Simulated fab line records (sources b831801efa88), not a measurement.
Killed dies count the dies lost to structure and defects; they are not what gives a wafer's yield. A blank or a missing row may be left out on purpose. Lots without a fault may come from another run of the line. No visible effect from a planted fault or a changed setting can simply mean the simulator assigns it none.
fab line records ; flow gf180mcu
record: lots: 12; wafers: 34; lastDay: 34
route steps=602 shown V3@445 M4@459 V4@481
lots that met no fault: taken from a fault-free run of the same line
startH: start of the lot's first displayed wafer, in hours after the record's first day ; waitH: how many hours have passed since the lot's step before this one ; " identical to the entry in the row above ; L1.1+2: one row covering several wafers at once ; - no value, or no start was given ; * or withheld: withheld ; < > ~ a bound
route shown NAME@n: names a module that has steps shown in the file, with the first one's number in the route ; usual: mean/standard deviation of fault-free wafers ; same: alike in all rows ; chamber/n: place in a boat ; sites: per-site readings ; _std_site: standard deviation of those values ; _edge_site: inner sites' mean taken away from outer sites' mean ; radiusMm: for every site, how far away it sits from the centre of the wafer ; mask NAME#n: copy n ; behind: the most recent tool/chamber to have shaped the wafer ; hold: reason for holding the lot/hours on hold/outcome of the hold ; device: the transistor (n, p or np) that didn't switch ; end of line: at the end of the route, the tests of the same wafers ; a step with no rows: only its recipe ; killed: dies lost to structure and defects at the first sort, not the wafer's yield ; map: the dies of a wafer, with x for killed, . for not killed, _ for no die there
set.NAME: setting as actually run; set.NAME@STEP: the setting as run at that earlier step ; model.NAME: the simulator's own value behind a step, which no gauge read
one table for each step of the route and one row for each wafer, over a sample of lots
services: the hour from which a tool's chamber was out of use, counted from the record's first day as startH (under 0 if before that day), plus the number of hours and why
== steps ==
step: GF_V3_ETCH_16
recipe: chemistry: N2/H2; targetDepthA: withheld; overetchA: withheld; timeS: withheld; target: BARC; ionEnergyEv: 200; sourceW: 500; biasW: 100; pressureMtorr: 30; n2FlowSccm: 100; h2FlowSccm: 200
usual: biasW: 100.01/0.28; drypumpMotorCurrentA: 5.5/0.4; oesProductAu: 0.854/0.0047; throttleValvePct: 13.224/0.0091
lot.wafer;tool;chamber;startH;waitH;biasW;drypumpMotorCurrentA;oesProductAu;throttleValvePct
L463.2;rieDiel-02;3;505.95;0.0;99.67;5.4;0.855;13.212
L463.5;rieDiel-02;3;505.95;0.0;100.22;5.3;0.857;13.221
L463.6;rieDiel-02;2;505.95;0.0;100.01;4.8;0.847;13.229
L464.2;rieDiel-03;3;513.95;0.0;99.97;5.4;0.854;13.222
L464.5;rieDiel-03;2;513.95;0.0;100.26;5.6;0.854;13.221
L464.6;rieDiel-03;1;513.95;0.0;99.69;5.5;0.851;13.201
L466.1;rieDiel-04;3;530.99;0.0;100.59;4.9;0.858;13.234
L466.3;rieDiel-04;1;530.99;0.0;99.80;6.0;0.844;13.235
L466.6;rieDiel-04;3;530.99;0.0;99.98;4.9;0.848;13.219
L469.2;rieDiel-03;3;565.45;0.0;99.98;5.4;0.853;13.229
L469.4;rieDiel-03;0;565.45;0.0;99.70;5.1;0.862;13.225
L469.6;rieDiel-03;1;565.45;0.0;99.75;5.5;0.859;13.211
L470.2;rieDiel-02;3;578.45;0.0;99.54;5.4;0.857;13.229
L479.1;rieDiel-04;1;652.05;0.0;100.07;6.0;0.842;13.206
L479.2;rieDiel-04;3;652.05;0.0;99.97;4.9;0.855;13.224
L479.4;rieDiel-04;0;652.05;0.0;99.87;5.8;0.851;13.231
L480.2;rieDiel-03;2;653.80;0.0;99.81;5.6;0.853;13.233
L480.5;rieDiel-03;0;653.80;0.0;99.68;5.1;0.860;13.206
L480.6;rieDiel-03;1;653.80;0.0;101.09;5.5;0.847;13.226
L481.2;rieDiel-02;3;661.80;0.0;100.27;5.3;0.854;13.223
L481.3;rieDiel-02;2;661.80;0.0;100.31;4.8;0.853;13.222
L481.4;rieDiel-02;1;661.80;0.0;99.83;5.7;0.852;13.219
L482.3;rieDiel-03;3;668.19;0.0;99.95;5.4;0.855;13.225
L482.5;rieDiel-03;1;668.19;0.0;99.85;5.5;0.845;13.208
L482.6;rieDiel-03;0;668.19;0.0;99.76;5.1;0.856;13.224
L484.2;rieDiel-04;3;677.84;0.0;100.33;5.0;0.854;13.228
L484.5;rieDiel-04;1;677.84;0.0;99.97;6.0;0.852;13.210
L484.6;rieDiel-04;0;677.84;0.0;100.18;5.8;0.848;13.227
L486.2;rieDiel-04;3;684.16;0.0;100.18;4.9;0.859;13.239
L486.3;rieDiel-04;2;684.16;0.0;100.09;6.3;0.858;13.232
L486.6;rieDiel-04;0;684.16;0.0;99.66;5.8;0.846;13.219
L485.3;rieDiel-02;2;690.51;0.0;99.54;4.8;0.850;13.219
L485.4;rieDiel-02;3;690.51;0.0;99.88;5.3;0.854;13.226
L485.5;rieDiel-02;1;690.51;0.0;100.55;5.6;0.847;13.228
step: GF_M4_SPUTTER_03
recipe: material: Ti; targetThkNm: 10; substrateTempC: 300; chamberPressurePa: 0.3; powerW: 3000; timeS: 6.7
usual: throttleValvePct: 29.9/1.2
lot.wafer;tool;chamber;startH;waitH;throttleValvePct
L463.2;pvdSputter-03;-;507.46;0.0;30.4
L463.5;pvdSputter-03;-;507.46;0.0;30.5
L463.6;pvdSputter-03;-;507.46;0.0;28.0
L464.2;pvdSputter-03;-;515.49;0.0;28.1
L464.5;pvdSputter-03;-;515.49;0.0;28.5
L464.6;pvdSputter-03;-;515.49;0.0;30.6
L466.1;pvdSputter-04;-;532.52;0.0;30.6
L466.3;pvdSputter-04;-;532.52;0.0;31.8
L466.6;pvdSputter-04;-;532.52;0.0;30.4
L469.2;pvdSputter-04;-;566.97;0.0;31.8
L469.4;pvdSputter-04;-;566.97;0.0;29.6
L469.6;pvdSputter-04;-;566.97;0.0;31.6
L470.2;pvdSputter-03;-;579.96;0.0;30.8
L479.1;pvdSputter-02;-;653.56;0.0;28.0
L479.2;pvdSputter-02;-;653.56;0.0;30.4
L479.4;pvdSputter-02;-;653.56;0.0;31.7
L480.2;pvdSputter-03;-;655.34;0.0;28.1
L480.5;pvdSputter-03;-;655.34;0.0;30.5
L480.6;pvdSputter-03;-;655.34;0.0;28.0
L481.2;pvdSputter-02;-;663.31;0.0;31.2
L481.3;pvdSputter-02;-;663.31;0.0;29.0
L481.4;pvdSputter-02;-;663.31;0.0;30.4
L482.3;pvdSputter-04;-;669.70;0.0;31.6
L482.5;pvdSputter-04;-;669.70;0.0;29.5
L482.6;pvdSputter-04;-;669.70;0.0;31.7
L484.2;pvdSputter-04;-;679.44;0.0;29.7
L484.5;pvdSputter-04;-;679.44;0.0;30.7
L484.6;pvdSputter-04;-;679.44;0.0;29.7
L486.2;pvdSputter-03;-;685.68;0.0;29.2
L486.3;pvdSputter-03;-;685.68;0.0;30.7
L486.6;pvdSputter-03;-;685.68;0.0;29.1
L485.3;pvdSputter-03;-;692.03;0.0;28.2
L485.4;pvdSputter-03;-;692.03;0.0;29.1
L485.5;pvdSputter-03;-;692.03;0.0;31.2
step: GF_M4_METAL_ETCH_16
recipe: chemistry: Cl2/BCl3; maskMaterial: KrF; targetDepthNm: 750.8; stopOn: SiO2; pressureMtorr: 8; icpW: 800; biasW: 140; Cl2_flow_sccm: 80; bcl3FlowSccm: 40; timeS: 125.1
usual: biasW: 139.9/0.45; drypumpMotorCurrentA: 5.5/0.43; oesProductAu: 0.987/0.0064; throttleValvePct: 28.234/0.011
lot.wafer;tool;chamber;startH;waitH;biasW;drypumpMotorCurrentA;oesProductAu;rfHoursCounterH;throttleValvePct
L463.2;rieMetal-02;1;530.68;0.0;139.6;4.9;0.987;8;28.227
L463.5;rieMetal-02;0;530.68;0.0;141.2;5.5;0.985;-;28.241
L463.6;rieMetal-02;1;530.68;0.0;139.2;4.9;0.987;-;28.236
L464.2;rieMetal-04;0;537.88;0.0;139.5;5.9;0.998;8;28.231
L464.5;rieMetal-04;0;537.88;0.0;139.8;5.9;0.989;-;28.233
L464.6;rieMetal-04;1;537.88;0.0;140.0;4.8;0.987;-;28.220
L466.1;rieMetal-03;0;556.29;0.0;139.4;5.8;0.993;9;28.233
L466.3;rieMetal-03;0;556.29;0.0;140.1;5.8;0.996;-;28.215
L466.6;rieMetal-03;0;556.29;0.0;140.6;5.8;0.978;-;28.232
L469.2;rieMetal-03;0;588.33;0.0;139.9;5.8;0.975;10;28.254
L469.4;rieMetal-03;1;588.33;0.0;209.6;5.8;1.002;-;28.230
L469.6;rieMetal-03;1;588.33;0.0;209.5;5.8;0.999;-;28.215
L470.2;rieMetal-03;1;601.48;0.0;208.8;5.8;0.991;3;28.224
L479.1;rieMetal-04;1;672.28;0.0;140.0;4.8;0.985;14;28.242
L479.2;rieMetal-04;0;672.28;0.0;139.7;5.9;0.986;13;28.224
L479.4;rieMetal-04;1;672.28;0.0;139.3;4.8;0.981;-;28.232
L480.2;rieMetal-04;1;674.83;0.0;140.2;4.8;0.989;15;28.239
L480.5;rieMetal-04;1;674.83;0.0;140.3;4.8;0.984;-;28.233
L480.6;rieMetal-04;0;674.83;0.0;139.9;5.9;0.986;-;28.231
L481.2;rieMetal-04;1;682.14;0.0;140.2;4.8;0.983;15;28.247
L481.3;rieMetal-04;1;682.14;0.0;140.1;4.8;0.976;-;28.219
L481.4;rieMetal-04;0;682.14;0.0;139.7;5.9;0.984;-;28.227
L482.3;rieMetal-03;1;688.93;0.1;138.7;5.8;0.985;-;28.236
L482.5;rieMetal-03;1;688.93;0.1;139.8;5.8;0.989;-;28.245
L482.6;rieMetal-03;0;688.93;0.1;140.4;5.8;0.991;-;28.218
L484.2;rieMetal-03;1;698.58;0.1;140.8;5.8;0.981;-;28.252
L484.5;rieMetal-03;1;698.58;0.1;140.2;5.8;0.979;-;28.237
L484.6;rieMetal-03;1;698.58;0.1;139.5;5.8;0.990;-;28.243
L486.2;rieMetal-04;0;704.47;0.1;140.6;5.9;0.992;-;28.237
L486.3;rieMetal-04;0;704.47;0.1;140.0;5.9;0.982;-;28.231
L486.6;rieMetal-04;0;704.47;0.1;140.4;5.9;0.983;-;28.217
L485.3;rieMetal-02;1;709.73;0.1;140.2;4.9;0.993;-;28.245
L485.4;rieMetal-02;0;709.73;0.1;140.0;5.6;0.989;-;28.220
L485.5;rieMetal-02;0;709.73;0.1;140.6;5.5;0.989;-;28.245
step: GF_M4_STRIP_17
recipe: chemistry: O2/N2; powerW: 1400; pressureMtorr: 1500; platenTempC: 250; o2FlowSccm: 3000; n2FlowSccm: 300; overashFraction: 0.5
usual: drypumpMotorCurrentA: 6.07/0.23; heaterPowerW: 341/34; oesProductAu: 0.538/0.0048; platenTempC: 250.00/0.18; stripTimeToEndpointS: 7.40/0.049
lot.wafer;tool;chamber;startH;waitH;drypumpMotorCurrentA;heaterPowerW;oesProductAu;platenTempC;rfHoursCounterH;stripTimeToEndpointS
L463.2;plasmaAsher-01;1;530.81;0.1;5.98;327;0.540;249.85;88;7.36
L463.5;plasmaAsher-01;0;530.81;0.1;5.78;365;0.538;250.07;-;7.40
L463.6;plasmaAsher-01;1;530.81;0.1;5.95;316;0.536;250.04;-;7.37
L464.2;plasmaAsher-02;1;538.01;0.1;6.34;379;0.540;249.77;40;7.34
L464.5;plasmaAsher-02;0;538.01;0.1;6.14;367;0.538;249.88;-;7.33
L464.6;plasmaAsher-02;1;538.01;0.1;6.34;390;0.537;249.56;-;7.35
L466.1;plasmaAsher-03;1;556.42;0.1;6.44;276;0.536;249.71;83;7.40
L466.3;plasmaAsher-03;1;556.42;0.1;6.44;280;0.534;249.94;-;7.36
L466.6;plasmaAsher-03;1;556.42;0.1;6.44;276;0.541;249.86;-;7.40
L469.2;plasmaAsher-01;0;588.46;0.1;5.76;371;0.544;249.95;93;7.43
L469.4;plasmaAsher-01;1;588.46;0.1;5.95;326;0.525;250.00;-;7.09
L469.6;plasmaAsher-01;0;588.46;0.1;5.76;371;0.528;249.99;-;7.05
L470.2;plasmaAsher-02;1;601.61;0.1;6.34;388;0.518;250.10;47;7.08
L479.1;plasmaAsher-02;0;672.41;0.1;6.14;358;0.535;249.91;54;7.38
L479.2;plasmaAsher-02;1;672.41;0.1;6.35;377;0.541;250.21;54;7.35
L479.4;plasmaAsher-02;1;672.41;0.1;6.33;386;0.539;250.00;-;7.40
L480.2;plasmaAsher-03;0;674.96;0.1;6.14;341;0.541;249.94;96;7.46
L480.5;plasmaAsher-03;1;674.96;0.1;6.38;285;0.542;250.26;-;7.45
L480.6;plasmaAsher-03;0;674.96;0.1;6.15;326;0.539;249.84;-;7.42
L481.2;plasmaAsher-01;0;682.27;0.1;5.77;378;0.542;249.72;103;7.43
L481.3;plasmaAsher-01;1;682.27;0.1;5.92;324;0.540;250.06;-;7.45
L481.4;plasmaAsher-01;0;682.27;0.1;5.75;363;0.544;249.92;-;7.42
L482.3;plasmaAsher-02;1;689.05;0.1;6.34;377;0.538;250.17;-;7.40
L482.5;plasmaAsher-02;1;689.05;0.1;6.34;397;0.541;249.86;-;7.36
L482.6;plasmaAsher-02;0;689.05;0.1;6.11;355;0.537;249.86;-;7.32
L484.2;plasmaAsher-01;0;698.80;0.2;5.77;370;0.540;250.28;105;7.48
L484.5;plasmaAsher-01;0;698.80;0.2;5.77;374;0.541;250.18;-;7.50
L484.6;plasmaAsher-01;1;698.80;0.2;5.95;324;0.544;249.80;-;7.50
L486.2;plasmaAsher-03;0;704.69;0.2;6.10;334;0.539;250.02;99;7.38
L486.3;plasmaAsher-03;0;704.69;0.2;6.08;333;0.537;250.04;-;7.40
L486.6;plasmaAsher-03;1;704.69;0.2;6.42;288;0.539;249.92;-;7.40
L485.3;plasmaAsher-01;1;709.85;0.1;5.96;323;0.541;249.94;-;7.40
L485.4;plasmaAsher-01;0;709.85;0.1;5.77;376;0.536;250.34;-;7.38
L485.5;plasmaAsher-01;0;709.85;0.1;5.80;383;0.544;250.09;-;7.39
step: GF_V4_BOW_MEAS_05
recipe: mode: bow
usual: V4_BOW: 135/9.8
lot.wafer;tool;chamber;startH;waitH;V4_BOW[um]
L463.2;filmMetro-03;-;532.11;0.1;156
L463.5;filmMetro-03;-;532.11;0.1;149
L463.6;filmMetro-03;-;532.11;0.1;150
L464.2;filmMetro-04;-;539.14;0.1;134
L464.5;filmMetro-04;-;539.14;0.1;127
L464.6;filmMetro-04;-;539.14;0.1;125
L466.1;filmMetro-04;-;557.52;0.2;150
L466.3;filmMetro-04;-;557.52;0.2;138
L466.6;filmMetro-04;-;557.52;0.2;140
L469.2;filmMetro-03;-;589.58;0.3;141
L469.4;filmMetro-03;-;589.58;0.3;153
L469.6;filmMetro-03;-;589.58;0.3;146
L470.2;filmMetro-04;-;602.73;0.2;137
L479.1;filmMetro-04;-;673.91;0.2;131
L479.2;filmMetro-04;-;673.91;0.2;130
L479.4;filmMetro-04;-;673.91;0.2;106
L480.2;filmMetro-03;-;676.15;0.3;152
L480.5;filmMetro-03;-;676.15;0.3;150
L480.6;filmMetro-03;-;676.15;0.3;137
L481.2;filmMetro-04;-;683.41;0.3;127
L481.3;filmMetro-04;-;683.41;0.3;131
L481.4;filmMetro-04;-;683.41;0.3;135
L482.3;filmMetro-04;-;690.51;0.2;111
L482.5;filmMetro-04;-;690.51;0.2;132
L482.6;filmMetro-04;-;690.51;0.2;117
L484.2;filmMetro-02;-;699.92;0.2;148
L484.5;filmMetro-02;-;699.92;0.2;136
L484.6;filmMetro-02;-;699.92;0.2;155
L486.2;filmMetro-04;-;705.81;0.2;116
L486.3;filmMetro-04;-;705.81;0.2;134
L486.6;filmMetro-04;-;705.81;0.2;127
L485.3;filmMetro-02;-;711.03;0.2;129
L485.4;filmMetro-02;-;711.03;0.2;124
L485.5;filmMetro-02;-;711.03;0.2;135
== services ==
tool;chamber;startH;hours;kind
rieDiel-03;0;506.14;5.9;repair
rieDiel-02;2;507.70;6.3;repair
rieDiel-03;1;524.74;8.1;repair
rieMetal-03;-;541.79;1.2;repair
rieDiel-02;3;544.64;2.4;repair
rieMetal-03;-;553.47;0.9;repair
rieDiel-04;2;559.94;4.7;repair
pvdSputter-03;3;563.16;-;consumableReplace:kit
rieMetal-03;-;563.99;2.8;pm
plasmaAsher-01;-;565.72;1.0;repair
pvdSputter-03;-;591.17;5.0;repair
plasmaAsher-03;-;607.46;0.6;repair
rieDiel-04;3;610.78;4.4;repair
rieMetal-03;0;616.68;17.3;repair
rieDiel-04;1;622.39;4.1;repair
rieDiel-04;1;636.36;1.6;repair
rieMetal-02;-;657.27;28.1;pm
rieDiel-04;-;673.60;2.8;pm
plasmaAsher-02;-;679.30;3.2;repair
rieDiel-03;1;682.17;9.0;repair
pvdSputter-02;-;683.54;0.5;repair
plasmaAsher-01;-;703.85;1.3;repair
rieMetal-02;-;704.33;1.1;repair
rieDiel-02;1;709.25;7.3;repair
== key ==
firstSign: step: GF_M4_METAL_ETCH_16; reading: biasW; direction: up; sigmas: 99+; usual: 139.9; struck: 209.3
effect: step: GF_M4_STRIP_17; reading: stripTimeToEndpointS; direction: down; sigmas: 6.7; usual: *; struck: *
metAt GF_M4_METAL_ETCH_16
struckLots L469,L470
struckWafers L469.4,L469.6,L470.2
testerLeftOut L470
notActingAt GF_V3_ETCH_16,GF_M4_SPUTTER_03,GF_V4_BOW_MEAS_05
earlierFault: kind: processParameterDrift; tool: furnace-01; chamber: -; onsetH: 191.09; steps: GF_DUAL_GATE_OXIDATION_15; channel: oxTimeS; offset: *; shape: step; endH: 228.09; actsIn: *; stated: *
fault: kind: processParameterDrift; tool: rieMetal-03; chamber: 1; onsetH: 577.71; steps: GF_M4_METAL_ETCH_16; channel: biasW; offset: 68.778; shape: step; endH: 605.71; actsIn: theseRecipesOnly; stated: 140
testerLeftOut: of these lots the tester's yield and bins aren't shown, on N5 and GAA mostly nor the transistor test; their killed dies are dies lost to structure and defects alone, not to doping, threshold or leakage, so they don't give the yield
